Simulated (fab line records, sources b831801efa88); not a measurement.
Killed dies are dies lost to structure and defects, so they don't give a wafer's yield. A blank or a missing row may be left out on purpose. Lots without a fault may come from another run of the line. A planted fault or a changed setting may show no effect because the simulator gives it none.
One fault seen from 2 desks | flow gf180mcu | each desk has only its own numbers; what lay behind them comes last

THE TOOL OWNER'S DESK: pvd_sputter-03
The tool's own readings at GF_MIM_SPUTTER_00 (material Ti, target thk 37.5 nm, time 144.1 s): means of the sampled wafers that have a number, for each lot that ran on this tool. A lot is out of limits, marked OUT, if its mean lies more than 4 standard deviations from the usual mean; the brackets give that distance.
Columns: A = throttle_valve_pct at GF_MIM_SPUTTER_00, usual 29.7 %
lot  | first seen here | A
L679 | day 24 11:28    | 29.0
L683 | day 25 14:25    | 29.9
L686 | day 26 16:37    | 28.8
L687 | day 27 01:25    | 29.5
L695 | day 29 21:43    | 28.4
L698 | day 30 08:49    | 29.1
L701 | day 31 05:23    | 29.7
This desk's finding: nothing out of limits on any of the 7 lots.

THE METROLOGY DESK
What the gauges read, lot by lot, whatever tool the lot ran on: means of the sampled wafers that have a number. A lot is out of limits, marked OUT, if its mean lies more than 4 standard deviations from the usual mean; the brackets give that distance.
Columns: A = TOP_METAL_ALCU_THK at GF_TOP_METAL_THK_MEAS_06, usual 905 nm
lot  | first seen here | A
L679 | day 27 06:47    | 909
L680 | day 27 09:56    | 910
L683 | day 28 07:50    | 892
L686 | day 29 06:18    | 898
L687 | day 29 16:43    | 901
L691 | day 30 18:38    | 902
L692 | day 31 02:02    | 910
L696 | day 32 00:10    | 907
L695 | day 32 07:28    | 918
L698 | day 32 14:54    | 917
L699 | day 33 00:55    | 906
L701 | day 33 09:40    | 899
L702 | day 33 18:43    | 882
This desk's finding: nothing out of limits on any of the 13 lots.

PUT TOGETHER
The tool owner's desk saw nothing out of limits.
The metrology desk saw nothing out of limits.

WHAT THE SIMULATOR HAD PUT IN
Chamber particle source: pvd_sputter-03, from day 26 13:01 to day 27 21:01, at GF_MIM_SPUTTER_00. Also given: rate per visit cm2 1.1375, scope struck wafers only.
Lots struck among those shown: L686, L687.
